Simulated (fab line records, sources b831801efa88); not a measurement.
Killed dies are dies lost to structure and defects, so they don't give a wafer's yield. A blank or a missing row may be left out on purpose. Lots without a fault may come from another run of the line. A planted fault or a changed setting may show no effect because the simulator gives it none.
fab line records | flow sky130 | part 1 of 2: steps 1 to 32 of 42
record lots=5 wafers=15 last_day=50
route steps=708 shown SD_P@323 RES_XHIGH@332 SD_N@342 SALICIDE@361 LI_CONTACT@362
lots that met no fault: from a run of the same line without faults
start_h: hours from the record's first day to the start of the lot's first wafer shown | wait_h: hours since the lot's step before | " the same as in the row above | L1.1+2: a row that stands for several wafers | - no value, or no start given | * or withheld: withheld | < > ~ a bound
route shown NAME@n: a module of which the file shows steps, and the number in the route of the first | usual: mean/standard deviation of fault-free wafers | same: alike in all rows | chamber/n: place in a boat | sites: the reading at each site | _std_site: their standard deviation | _edge_site: outer sites' mean less inner sites' | radius_mm: how far each site lies from the wafer's centre | mask NAME#n: copy n | behind: the tool/chamber that last shaped the wafer | hold: why the lot was held/for how many hours/how that ended | device: the transistor (n, p or np) that didn't switch | end of line: the same wafers' tests at the end of the route | a step without rows: its recipe alone | killed: dies lost to structure and defects at the first sort, not the wafer's yield | map: a wafer's dies, x killed, . not, _ none there
set.NAME: the setting as run; set.NAME@STEP: as run at that earlier step | model.NAME: the simulator's own value behind a step, which no gauge read
lots at some steps of the route; a table a step, a row a wafer
services: from which hour (start_h, from the record's first day; less than 0 if before it) a tool's chamber was out of use, for how many hours, and why
## steps
# step SKY_SD_P_SOFTBAKE_03
# recipe temp_c=90 time_s=60 resist=NOVOLAK
# columns lot.wafer tool chamber start_h wait_h
L081.2+3+6 litho_track-04 0 636.55 0.1
L082.1+2+4 litho_track-02 0 639.24 0.1
L087.4+5+6 litho_track-04 0 685.15 0.1
L093.1+4+6 litho_track-04 0 738.83 0.1
L096.4+5+6 litho_track-03 0 765.98 0.1
# step SKY_SD_P_EXPOSE_04
# recipe mask_id=PSDM na=0.6 source_shape=conventional sigma_outer=0.6 polarization=unpolarized target_cd_nm=380 dose_mj=138
# columns lot.wafer tool chamber start_h wait_h mask
L081.2+3+6 iline_stepper-01 0 - - PSDM#0
L082.1+2+4 iline_stepper-01 0 - - PSDM#0
L087.4+5+6 iline_stepper-01 0 - - PSDM#0
L093.1+4+6 iline_stepper-02 0 - - PSDM#0
L096.4+5+6 iline_stepper-01 0 - - PSDM#0
# step SKY_SD_P_PEB_05
# recipe temp_c=withheld time_s=* resist=NOVOLAK
# columns lot.wafer tool chamber start_h wait_h
L081.2+3+6 litho_track-03 0 - -
L082.1+2+4 litho_track-02 0 - -
L087.4+5+6 litho_track-02 0 - -
L093.1+4+6 litho_track-04 0 - -
L096.4+5+6 litho_track-02 0 - -
# step SKY_SD_P_DEVELOP_06
# recipe resist=NOVOLAK developer=TMAH develop_time_s=60 dev_temp_c=23
# columns lot.wafer tool chamber start_h wait_h
L081.2+3+6 litho_track-03 0 650.68 0.1
L082.1+2+4 litho_track-02 0 653.24 0.1
L087.4+5+6 litho_track-02 0 698.86 0.1
L093.1+4+6 litho_track-04 0 752.83 0.1
L096.4+5+6 litho_track-02 0 779.46 0.1
# step SKY_SD_P_CD_MEAS_07
# recipe target_cd_nm=380
# usual cd_nm=379.9/2
# columns lot.wafer tool chamber start_h wait_h cd_nm
L081.2 cd_sem-01 - 650.83 0.1 377.1
L081.3 " - " " 378.0
L081.6 " - " " 375.7
L082.1 cd_sem-02 - 653.39 0.1 382.3
L082.2 " - " " 382.2
L082.4 " - " " 379.8
L087.4 cd_sem-02 - 699.00 0.1 379.8
L087.5 " - " " 380.4
L087.6 " - " " 383.3
L093.1 cd_sem-02 - 752.98 0.1 375.2
L093.4 " - " " 379.5
L093.6 " - " " 380.2
L096.4 cd_sem-01 - 779.60 0.1 379.6
L096.5 " - " " 380.8
L096.6 " - " " 380.9
# step SKY_SD_P_OVL_MEAS_08
# usual SD_P_OVL=0.8/1.3
# columns lot.wafer tool chamber start_h wait_h SD_P_OVL[nm]
L081.2 overlay-02 - 650.93 0.1 0.5
L081.3 " - " " -0.4
L081.6 " - " " 1.5
L082.1 overlay-01 - 653.51 0.1 0.4
L082.2 " - " " 2.3
L082.4 " - " " 1.2
L087.4 overlay-02 - 699.07 0.1 2.1
L087.5 " - " " 2.3
L087.6 " - " " 1.3
L093.1 overlay-02 - 753.10 0.1 0.9
L093.4 " - " " 2.8
L093.6 " - " " -1.1
L096.4 overlay-01 - 779.67 0.1 -0.8
L096.5 " - " " -0.1
L096.6 " - " " 0.7
# step SKY_SD_P_IMPLANT_09
# recipe species=BF2 energy_kev=20 dose_cm2=3e+15 tilt_deg=0
# usual end_station_pressure_torr=1.41e-05/9.8e-07 tilt_deg=-0.003/0.022
# columns lot.wafer tool chamber start_h wait_h end_station_pressure_torr tilt_deg
L081.2 implanter-04 0 650.99 0.0 1.64e-05 0.014
L081.3 " 0 " " 1.55e-05 -0.007
L081.6 " 0 " " 1.5e-05 0.003
L082.1 implanter-03 0 653.54 0.0 1.33e-05 -0.032
L082.2 " 0 " " 1.48e-05 -0.034
L082.4 " 0 " " 1.33e-05 -0.014
L087.4 implanter-04 0 699.17 0.1 1.44e-05 -0.018
L087.5 " 0 " " 1.57e-05 -0.008
L087.6 " 0 " " 1.54e-05 -0.018
L093.1 implanter-03 0 753.13 0.0 1.43e-05 0.020
L093.4 " 0 " " 1.41e-05 0.023
L093.6 " 0 " " 1.35e-05 0.013
L096.4 implanter-04 0 779.77 0.1 1.49e-05 -0.022
L096.5 " 0 " " 1.56e-05 -0.001
L096.6 " 0 " " 1.45e-05 -0.018
# step SKY_SD_P_STRIP_10
# recipe chemistry=O2/N2 power_w=1400 pressure_mtorr=1500 platen_temp_c=withheld o2_flow_sccm=3000 n2_flow_sccm=300 overash_fraction=0.5
# usual drypump_motor_current_A=5.6/0.57 oes_product_au=0.618/0.0045 strip_time_to_endpoint_s=17.48/0.036
# columns lot.wafer tool chamber start_h wait_h drypump_motor_current_A oes_product_au rf_hours_counter_h strip_time_to_endpoint_s
L081.2 plasma_asher-03 0 651.11 0.1 5.3 0.611 90 17.49
L081.3 " 1 " " 5.3 0.620 - 17.49
L081.6 " 0 " " 5.3 0.619 - 17.54
L082.1 plasma_asher-03 0 653.69 0.1 5.3 0.627 90 17.46
L082.2 " 1 " " 5.3 0.621 90 17.52
L082.4 " 1 " " 5.3 0.617 - 17.46
L087.4 plasma_asher-04 1 699.28 0.1 5.5 0.609 - 17.45
L087.5 " 0 " " 6.6 0.619 - 17.44
L087.6 " 1 " " 5.5 0.620 - 17.47
L093.1 plasma_asher-04 1 753.28 0.1 5.5 0.617 64 17.50
L093.4 " 1 " " 5.5 0.619 - 17.51
L093.6 " 1 " " 5.5 0.613 - 17.45
L096.4 plasma_asher-03 0 779.88 0.1 5.3 0.614 - 17.49
L096.5 " 0 " " 5.3 0.614 - 17.51
L096.6 " 1 " " 5.3 0.616 - 17.46
# step SKY_SD_P_TW_MEAS_11
# usual SD_P_TW=2826/27
# columns lot.wafer tool chamber start_h wait_h SD_P_TW
L081.2 film_metro-03 - 651.22 0.1 2849
L081.3 " - " " 2847
L081.6 " - " " 2836
L082.1 film_metro-02 - 653.79 0.1 2838
L082.2 " - " " 2843
L082.4 " - " " 2851
L087.4 film_metro-03 - 699.37 0.1 2844
L087.5 " - " " 2830
L087.6 " - " " 2857
L093.1 film_metro-04 - 753.38 0.1 2779
L093.4 " - " " 2782
L093.6 " - " " 2785
L096.4 film_metro-02 - 779.97 0.1 2861
L096.5 " - " " 2854
L096.6 " - " " 2857
# step SKY_RES_XHIGH_DEHYDRATE_00
# recipe temp_c=200 time_s=60
# columns lot.wafer tool chamber start_h wait_h
L081.2+3+6 litho_track-03 0 664.93 13.7
L082.1+2+4 litho_track-03 0 667.71 13.9
L087.4+5+6 litho_track-04 0 712.80 13.4
L093.1+4+6 litho_track-01 0 766.60 13.2
L096.4+5+6 litho_track-03 0 793.03 13.0
# step SKY_RES_XHIGH_HMDS_01
# recipe prime_time_s=60 prime_temp_c=120
# same prime_time_s=60
# columns lot.wafer tool chamber start_h wait_h
L081.2+3+6 litho_track-03 0 665.08 0.1
L082.1+2+4 litho_track-03 0 667.86 0.1
L087.4+5+6 litho_track-04 0 712.95 0.1
L093.1+4+6 litho_track-01 0 766.75 0.1
L096.4+5+6 litho_track-03 0 793.18 0.1
# step SKY_RES_XHIGH_COAT_02
# recipe resist=NOVOLAK spin_rpm=3000 resist_thk_nm=1140
# columns lot.wafer tool chamber start_h wait_h
L081.2+3+6 litho_track-03 0 665.23 0.1
L082.1+2+4 litho_track-03 0 668.01 0.1
L087.4+5+6 litho_track-04 0 713.10 0.1
L093.1+4+6 litho_track-01 0 766.90 0.1
L096.4+5+6 litho_track-03 0 793.33 0.1
# step SKY_RES_XHIGH_SOFTBAKE_03
# recipe temp_c=90 time_s=60 resist=NOVOLAK
# columns lot.wafer tool chamber start_h wait_h
L081.2+3+6 litho_track-03 0 665.38 0.1
L082.1+2+4 litho_track-03 0 668.16 0.1
L087.4+5+6 litho_track-04 0 713.25 0.1
L093.1+4+6 litho_track-01 0 767.05 0.1
L096.4+5+6 litho_track-03 0 793.48 0.1
# step SKY_RES_XHIGH_EXPOSE_04
# recipe mask_id=URPM na=0.6 source_shape=conventional sigma_outer=0.6 polarization=unpolarized target_cd_nm=1270 dose_mj=140
# columns lot.wafer tool chamber start_h wait_h mask
L081.2+3+6 iline_stepper-01 0 - - URPM#0
L082.1+2+4 iline_stepper-01 0 - - URPM#0
L087.4+5+6 iline_stepper-01 0 - - URPM#0
L093.1+4+6 iline_stepper-01 0 - - URPM#0
L096.4+5+6 iline_stepper-01 0 - - URPM#0
# step SKY_RES_XHIGH_PEB_05
# recipe temp_c=withheld time_s=* resist=NOVOLAK
# columns lot.wafer tool chamber start_h wait_h
L081.2+3+6 litho_track-04 0 - -
L082.1+2+4 litho_track-03 0 - -
L087.4+5+6 litho_track-03 0 - -
L093.1+4+6 litho_track-03 0 - -
L096.4+5+6 litho_track-03 0 - -
# step SKY_RES_XHIGH_DEVELOP_06
# recipe resist=NOVOLAK developer=TMAH develop_time_s=60 dev_temp_c=23
# columns lot.wafer tool chamber start_h wait_h
L081.2+3+6 litho_track-04 0 679.25 0.1
L082.1+2+4 litho_track-03 0 682.16 0.1
L087.4+5+6 litho_track-03 0 727.53 0.1
L093.1+4+6 litho_track-03 0 780.31 0.1
L096.4+5+6 litho_track-03 0 806.48 0.1
# step SKY_RES_XHIGH_IMPLANT_07
# recipe species=BF2 energy_kev=20 dose_cm2=3.6e+14 tilt_deg=0
# usual end_station_pressure_torr=5.21e-06/2.8e-07 tilt_deg=0.001/0.018
# columns lot.wafer tool chamber start_h wait_h end_station_pressure_torr tilt_deg
L081.2 implanter-01 0 679.40 0.1 5.66e-06 -0.022
L081.3 " 0 " " 5.18e-06 -0.024
L081.6 " 0 " " 5.23e-06 -0.017
L082.1 implanter-04 0 682.31 0.1 5.34e-06 0.014
L082.2 " 0 " " 4.67e-06 0.002
L082.4 " 0 " " 5.14e-06 -0.007
L087.4 implanter-04 0 727.68 0.1 5.63e-06 -0.001
L087.5 " 0 " " 4.65e-06 0.017
L087.6 " 0 " " 4.89e-06 0.000
L093.1 implanter-01 0 780.46 0.1 4.91e-06 -0.002
L093.4 " 0 " " 5.59e-06 -0.032
L093.6 " 0 " " 5.4e-06 -0.014
L096.4 implanter-04 0 806.63 0.1 5.25e-06 -0.008
L096.5 " 0 " " 4.89e-06 0.022
L096.6 " 0 " " 5.04e-06 0.016
# step SKY_RES_XHIGH_STRIP_08
# recipe chemistry=O2/N2 power_w=1400 pressure_mtorr=1500 platen_temp_c=withheld o2_flow_sccm=3000 n2_flow_sccm=300 overash_fraction=0.5
# usual drypump_motor_current_A=5.8/0.44 oes_product_au=0.712/0.0045 strip_time_to_endpoint_s=14.28/0.044
# columns lot.wafer tool chamber start_h wait_h drypump_motor_current_A oes_product_au rf_hours_counter_h strip_time_to_endpoint_s
L081.2 plasma_asher-01 0 679.53 0.1 6.1 0.712 25 14.33
L081.3 " 0 " " 6.1 0.711 - 14.25
L081.6 " 1 " " 5.7 0.725 - 14.27
L082.1 plasma_asher-04 0 682.46 0.1 6.6 0.716 57 14.23
L082.2 " 1 " " 5.5 0.704 57 14.25
L082.4 " 1 " " 5.5 0.712 - 14.20
L087.4 plasma_asher-01 0 727.79 0.1 6.1 0.708 - 14.26
L087.5 " 0 " " 6.1 0.712 - 14.34
L087.6 " 1 " " 5.7 0.715 - 14.27
L093.1 plasma_asher-01 1 780.61 0.1 5.7 0.717 35 14.31
L093.4 " 0 " " 6.1 0.714 - 14.31
L093.6 " 1 " " 5.7 0.716 - 14.32
L096.4 plasma_asher-03 1 806.74 0.1 5.2 0.705 - 14.35
L096.5 " 0 " " 5.3 0.712 - 14.35
L096.6 " 1 " " 5.2 0.709 - 14.35
# step SKY_RES_XHIGH_TW_MEAS_09
# usual RES_XHIGH_TW=1644/16
# columns lot.wafer tool chamber start_h wait_h RES_XHIGH_TW
L081.2 film_metro-04 - 679.64 0.1 1631
L081.3 " - " " 1625
L081.6 " - " " 1626
L082.1 film_metro-02 - 682.56 0.1 1648
L082.2 " - " " 1641
L082.4 " - " " 1647
L087.4 film_metro-03 - 727.89 0.1 1653
L087.5 " - " " 1646
L087.6 " - " " 1655
L093.1 film_metro-02 - 780.71 0.1 1654
L093.4 " - " " 1657
L093.6 " - " " 1659
L096.4 film_metro-04 - 806.85 0.1 1613
L096.5 " - " " 1621
L096.6 " - " " 1615
# step SKY_SD_N_DEHYDRATE_00
# recipe temp_c=200 time_s=60
# columns lot.wafer tool chamber start_h wait_h
L081.2+3+6 litho_track-01 0 693.17 13.5
L082.1+2+4 litho_track-04 0 696.23 13.7
L087.4+5+6 litho_track-01 0 740.97 13.1
L093.1+4+6 litho_track-04 0 793.58 12.9
L096.4+5+6 litho_track-02 0 819.26 12.4
# step SKY_SD_N_HMDS_01
# recipe prime_time_s=60 prime_temp_c=120
# same prime_time_s=60
# columns lot.wafer tool chamber start_h wait_h
L081.2+3+6 litho_track-01 0 693.32 0.1
L082.1+2+4 litho_track-04 0 696.38 0.1
L087.4+5+6 litho_track-01 0 741.12 0.1
L093.1+4+6 litho_track-04 0 793.73 0.1
L096.4+5+6 litho_track-02 0 819.41 0.1
# step SKY_SD_N_COAT_02
# recipe resist=NOVOLAK spin_rpm=3000 resist_thk_nm=1140
# columns lot.wafer tool chamber start_h wait_h
L081.2+3+6 litho_track-01 0 693.47 0.1
L082.1+2+4 litho_track-04 0 696.53 0.1
L087.4+5+6 litho_track-01 0 741.27 0.1
L093.1+4+6 litho_track-04 0 793.88 0.1
L096.4+5+6 litho_track-02 0 819.56 0.1
# step SKY_SD_N_SOFTBAKE_03
# recipe temp_c=90 time_s=60 resist=NOVOLAK
# columns lot.wafer tool chamber start_h wait_h
L081.2+3+6 litho_track-01 0 693.62 0.1
L082.1+2+4 litho_track-04 0 696.68 0.1
L087.4+5+6 litho_track-01 0 741.42 0.1
L093.1+4+6 litho_track-04 0 794.03 0.1
L096.4+5+6 litho_track-02 0 819.71 0.1
# step SKY_SD_N_EXPOSE_04
# recipe mask_id=NSDM na=0.6 source_shape=conventional sigma_outer=0.6 polarization=unpolarized target_cd_nm=380 dose_mj=141
# columns lot.wafer tool chamber start_h wait_h mask
L081.2+3+6 iline_stepper-02 0 - - NSDM#0
L082.1+2+4 iline_stepper-02 0 - - NSDM#0
L087.4+5+6 iline_stepper-01 0 - - NSDM#0
L093.1+4+6 iline_stepper-01 0 - - NSDM#0
L096.4+5+6 iline_stepper-01 0 - - NSDM#0
# step SKY_SD_N_PEB_05
# recipe temp_c=withheld time_s=* resist=NOVOLAK
# columns lot.wafer tool chamber start_h wait_h
L081.2+3+6 litho_track-01 0 - -
L082.1+2+4 litho_track-02 0 - -
L087.4+5+6 litho_track-04 0 - -
L093.1+4+6 litho_track-02 0 - -
L096.4+5+6 litho_track-02 0 - -
# step SKY_SD_N_DEVELOP_06
# recipe resist=NOVOLAK developer=TMAH develop_time_s=60 dev_temp_c=23
# columns lot.wafer tool chamber start_h wait_h
L081.2+3+6 litho_track-01 0 707.72 0.1
L082.1+2+4 litho_track-02 0 710.34 0.1
L087.4+5+6 litho_track-04 0 755.25 0.1
L093.1+4+6 litho_track-02 0 807.14 0.1
L096.4+5+6 litho_track-02 0 832.61 0.1
# step SKY_SD_N_CD_MEAS_07
# recipe target_cd_nm=380
# usual cd_nm=379.9/3
# columns lot.wafer tool chamber start_h wait_h cd_nm
L081.2 cd_sem-02 - 707.87 0.1 379.4
L081.3 " - " " 379.9
L081.6 " - " " 380.2
L082.1 cd_sem-02 - 710.49 0.1 379.5
L082.2 " - " " 381.3
L082.4 " - " " 380.1
L087.4 cd_sem-02 - 755.39 0.1 381.1
L087.5 " - " " 380.6
L087.6 " - " " 382.3
L093.1 cd_sem-01 - 807.29 0.1 387.1
L093.4 " - " " 385.0
L093.6 " - " " 385.1
L096.4 cd_sem-01 - 832.75 0.1 379.9
L096.5 " - " " 377.9
L096.6 " - " " 378.2
# step SKY_SD_N_OVL_MEAS_08
# usual SD_N_OVL=-0.9/1.6
# columns lot.wafer tool chamber start_h wait_h SD_N_OVL[nm]
L081.2 overlay-01 - 707.98 0.1 -0.8
L081.3 " - " " -1.0
L081.6 " - " " 0.5
L082.1 overlay-02 - 710.61 0.1 -3.4
L082.2 " - " " -0.9
L082.4 " - " " 0.4
L087.4 overlay-02 - 755.46 0.1 -0.5
L087.5 " - " " 0.0
L087.6 " - " " -0.3
L093.1 overlay-02 - 807.41 0.1 -0.9
L093.4 " - " " 1.1
L093.6 " - " " 0.7
L096.4 overlay-02 - 832.82 0.1 -0.2
L096.5 " - " " -1.8
L096.6 " - " " -0.1
# step SKY_SD_N_IMPLANT_09
# recipe species=As energy_kev=50 dose_cm2=4e+15 tilt_deg=0
# usual end_station_pressure_torr=1.22e-05/8.6e-07 tilt_deg=0.001/0.02
# columns lot.wafer tool chamber start_h wait_h end_station_pressure_torr tilt_deg
L081.2 implanter-01 0 708.03 0.0 1.27e-05 0.034
L081.3 " 0 " " 1.13e-05 0.036
L081.6 " 0 " " 1.24e-05 0.028
L082.1 implanter-01 0 710.64 0.0 1.16e-05 0.012
L082.2 " 0 " " 1.08e-05 0.000
L082.4 " 0 " " 1.22e-05 -0.023
L087.4 implanter-04 0 755.56 0.1 1.32e-05 -0.007
L087.5 " 0 " " 1.27e-05 -0.002
L087.6 " 0 " " 1.42e-05 0.009
L093.1 implanter-02 0 807.44 0.0 1.16e-05 0.014
L093.4 " 0 " " 1.21e-05 0.023
L093.6 " 0 " " 1.19e-05 0.011
L096.4 implanter-04 0 832.92 0.1 1.29e-05 -0.018
L096.5 " 0 " " 1.38e-05 -0.028
L096.6 " 0 " " 1.37e-05 0.008
# step SKY_SD_N_IMPLANT_10
# recipe species=P energy_kev=20 dose_cm2=1e+14 tilt_deg=0
# usual end_station_pressure_torr=5.38e-06/2.8e-07 tilt_deg=-0.001/0.021
# columns lot.wafer tool chamber start_h wait_h end_station_pressure_torr tilt_deg
L081.2 implanter-01 0 708.18 0.1 5.4e-06 -0.032
L081.3 " 0 " " 5.22e-06 -0.029
L081.6 " 0 " " 5.34e-06 -0.027
L082.1 implanter-01 0 710.79 0.1 5.05e-06 0.020
L082.2 " 0 " " 5.48e-06 -0.024
L082.4 " 0 " " 5.37e-06 0.001
L087.4 implanter-04 0 755.71 0.1 5.59e-06 -0.007
L087.5 " 0 " " 4.98e-06 -0.019
L087.6 " 0 " " 5.15e-06 0.004
L093.1 implanter-02 0 807.59 0.1 5.36e-06 0.004
L093.4 " 0 " " 5.63e-06 -0.018
L093.6 " 0 " " 4.86e-06 0.019
L096.4 implanter-04 0 833.07 0.1 5.65e-06 0.013
L096.5 " 0 " " 5.86e-06 -0.020
L096.6 " 0 " " 5.47e-06 0.025
# step SKY_SD_N_STRIP_11
# recipe chemistry=O2/N2 power_w=1400 pressure_mtorr=1500 platen_temp_c=withheld o2_flow_sccm=3000 n2_flow_sccm=300 overash_fraction=0.5
# usual drypump_motor_current_A=5.9/0.5 oes_product_au=0.528/0.0047 strip_time_to_endpoint_s=22.54/0.035
# columns lot.wafer tool chamber start_h wait_h drypump_motor_current_A oes_product_au rf_hours_counter_h strip_time_to_endpoint_s
L081.2 plasma_asher-02 1 708.31 0.1 6.2 0.535 89 22.54
L081.3 " 1 " " 6.2 0.522 - 22.56
L081.6 " 0 " " 4.9 0.532 - 22.53
L082.1 plasma_asher-04 0 710.94 0.1 6.6 0.526 60 22.55
L082.2 " 1 " " 5.5 0.533 60 22.59
L082.4 " 1 " " 5.5 0.530 - 22.57
L087.4 plasma_asher-01 0 755.82 0.1 6.1 0.530 - 22.53
L087.5 " 0 " " 6.1 0.531 - 22.52
L087.6 " 1 " " 5.7 0.533 - 22.50
L093.1 plasma_asher-01 0 807.74 0.1 6.1 0.532 37 22.57
L093.4 " 0 " " 6.1 0.526 - 22.54
L093.6 " 1 " " 5.7 0.535 - 22.54
L096.4 plasma_asher-02 0 833.18 0.1 4.9 0.530 - 22.51
L096.5 " 0 " " 4.9 0.522 - 22.56
L096.6 " 1 " " 6.1 0.521 - 22.52
# step SKY_SD_N_TW_MEAS_12
# usual SD_N_TW=4000/37
# columns lot.wafer tool chamber start_h wait_h SD_N_TW
L081.2 film_metro-03 - 708.42 0.1 4010
L081.3 " - " " 4027
L081.6 " - " " 4019
L082.1 film_metro-02 - 711.04 0.1 4004
L082.2 " - " " 3989
L082.4 " - " " 4027
L087.4 film_metro-03 - 755.91 0.1 3996
L087.5 " - " " 4003
L087.6 " - " " 4032
L093.1 film_metro-04 - 807.84 0.1 3891
L093.4 " - " " 3909
L093.6 " - " " 3900
L096.4 film_metro-04 - 833.27 0.1 3955
L096.5 " - " " 3933
L096.6 " - " " 3937
